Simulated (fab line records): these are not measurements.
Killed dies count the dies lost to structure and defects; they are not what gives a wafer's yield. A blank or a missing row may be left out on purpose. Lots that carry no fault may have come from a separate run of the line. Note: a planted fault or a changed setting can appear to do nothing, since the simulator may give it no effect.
Comparing a struck lot with a sound one | flow gf180mcu | 42 steps out of a route of 602
Sound: these wafers, L287.1, L287.2, L287.5. The struck wafers were L296.1, L296.5, L296.6. Last of all comes the cause.
For every step that has rows: the tool of each side, followed by ch and its chambers, followed by its first start. Under that, the readings that differ: sound wafers | struck wafers | difference of the means | sigmas: that difference in standard deviations of wafers without a fault.
alike: readings with means less than 2 such deviations apart, plus words and numbers identical on both sides. not compared: withheld readings, readings lacking a value on some wafer, bounds such as >300 that could conceal the same value, and numbers that have no deviation in the record and whose values overlap.
Wherever a step has rows on one side only, a row that says differs or no value, or a row with sigmas, the two part there. Numbers that don't overlap but have no deviation are shown without sigmas and don't part them. A reading that every wafer of one side lacks parts them only if that side has two wafers or more.

first, 2 steps without rows for these wafers: GF_DNWELL_DEVELOP_06 (develop time 60 s); GF_DNWELL_IMPLANT_07.
GF_DNWELL_STRIP_08: strips in O2/N2.
  sound on plasma_asher-04 ch 0,1, day 4 01:50; struck on plasma_asher-01 ch 0,1, day 5 23:32
  alike: drypump_motor_current_A, heater_power_w, oes_product_au, platen_temp_c, strip_time_to_endpoint_s
  not compared: rf_hours_counter_h
GF_DNWELL_TW_MEAS_09:
  sound: film_metro-04 at day 4 01:56; struck: film_metro-03 at day 5 23:38
  alike: DNWELL_TW
then, 7 steps without rows for these wafers: GF_NWELL_DEHYDRATE_00 (time 60 s); GF_NWELL_HMDS_01 (prime time 60 s); GF_NWELL_COAT_02 (resist thk 3000 nm); GF_NWELL_SOFTBAKE_03; GF_NWELL_EXPOSE_04 (exposes mask Nwell, target cd 860 nm); GF_NWELL_PEB_05; GF_NWELL_DEVELOP_06 (develop time 60 s).
GF_NWELL_OVL_MEAS_07:
  sound: overlay-02 at day 4 14:20; struck: overlay-02 at day 6 13:32
  alike: NWELL_OVL
GF_NWELL_IMPLANT_08:
  sound on implanter-03 ch 0, day 4 14:22; struck on implanter-04 ch 0, day 6 13:34
  reading            | sound                | struck            | difference | sigmas
  tilt_deg (degrees) | -0.005 -0.018 -0.011 | 3.962 3.926 3.906 | +3.943     | +99 or more
then, 1 step without rows for these wafers: GF_NWELL_IMPLANT_09.
GF_NWELL_STRIP_10: strips in O2/N2.
  sound on plasma_asher-04 ch 0,1, day 4 14:40; struck on plasma_asher-04 ch 0,1, day 6 13:52
  reading                      | sound             | struck            | difference | sigmas
  strip_time_to_endpoint_s (s) | 36.85 36.94 36.96 | 37.23 37.11 37.19 | +0.26      | +2
  alike: drypump_motor_current_A, heater_power_w, oes_product_au, platen_temp_c
  not compared: rf_hours_counter_h
GF_NWELL_TW_MEAS_11:
  sound: film_metro-01 at day 4 14:46; struck: film_metro-01 at day 6 14:12
  reading  | sound          | struck         | difference | sigmas
  NWELL_TW | 1581 1575 1584 | 1730 1721 1736 | +149       | +11
  not compared: hold
then, 6 steps without rows for these wafers: GF_LVPWELL_HMDS_01 (prime time 60 s); GF_LVPWELL_COAT_02 (resist thk 3000 nm); GF_LVPWELL_SOFTBAKE_03; GF_LVPWELL_EXPOSE_04 (exposes mask LVPWELL, target cd 600 nm); GF_LVPWELL_PEB_05; GF_LVPWELL_DEVELOP_06 (develop time 60 s).
GF_LVPWELL_OVL_MEAS_07:
  sound: overlay-01 at day 5 03:17; struck: overlay-01 at day 7 03:47
  alike: LVPWELL_OVL
then, 2 steps without rows for these wafers: GF_LVPWELL_IMPLANT_08; GF_LVPWELL_IMPLANT_09.
GF_LVPWELL_STRIP_10: strips in O2/N2.
  sound on plasma_asher-03 ch 0,1, day 5 03:38; struck on plasma_asher-01 ch 0,1, day 7 04:08
  reading                     | sound       | struck      | difference | sigmas
  drypump_motor_current_A (A) | 6.0 6.1 6.0 | 4.9 5.2 4.9 | -1.0       | -2
  alike: heater_power_w, oes_product_au, platen_temp_c, strip_time_to_endpoint_s
  not compared: rf_hours_counter_h
GF_LVPWELL_TW_MEAS_11:
  sound: film_metro-02 at day 5 03:44; struck: film_metro-03 at day 7 04:14
  alike: LVPWELL_TW
then, 7 steps without rows for these wafers: GF_MVSD_DEHYDRATE_00 (time 60 s); GF_MVSD_HMDS_01 (prime time 60 s); GF_MVSD_COAT_02 (resist thk 3000 nm); GF_MVSD_SOFTBAKE_03; GF_MVSD_EXPOSE_04 (exposes mask MVSD, target cd 1000 nm); GF_MVSD_PEB_05; GF_MVSD_DEVELOP_06 (develop time 60 s).
GF_MVSD_OVL_MEAS_07:
  sound: overlay-02 at day 5 16:14; struck: overlay-01 at day 7 18:38
  alike: MVSD_OVL
then, 2 steps without rows for these wafers: GF_MVSD_IMPLANT_08; GF_MVSD_IMPLANT_09.
GF_MVSD_STRIP_10: strips in O2/N2.
  sound on plasma_asher-04 ch 0,1, day 5 16:35; struck on plasma_asher-01 ch 0,1, day 7 18:58
  alike: drypump_motor_current_A, heater_power_w, oes_product_au, platen_temp_c, strip_time_to_endpoint_s
  not compared: rf_hours_counter_h
GF_MVSD_TW_MEAS_11:
  sound: film_metro-01 at day 5 16:41; struck: film_metro-03 at day 7 19:04
  alike: MVSD_TW
then, 2 steps without rows for these wafers: GF_MVPSD_DEHYDRATE_00 (time 60 s); GF_MVPSD_HMDS_01 (prime time 60 s).
-- the record jumps here: 3 days lie between the struck wafers' starts before and after --
GF_VT_IMPLANT_RS_MEAS_47: measures by four-point-probe.
  sound: film_metro-03 at day 8 16:33; struck: film_metro-03 at day 11 04:37
  reading           | sound             | struck            | difference | sigmas
  NWELL_RS (ohm/sq) | 490.3 488.4 488.1 | 640.4 641.3 641.8 | +152.2     | +99 or more
  not compared: hold

WHERE THEY PART
Last at GF_VT_IMPLANT_RS_MEAS_47 as far as this record goes, first at GF_NWELL_IMPLANT_08.

WHY: the cause the simulator had injected
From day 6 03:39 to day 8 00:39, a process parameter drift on implanter-04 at GF_NWELL_IMPLANT_08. A move of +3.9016 in setting tilt_deg, from 0. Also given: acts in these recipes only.
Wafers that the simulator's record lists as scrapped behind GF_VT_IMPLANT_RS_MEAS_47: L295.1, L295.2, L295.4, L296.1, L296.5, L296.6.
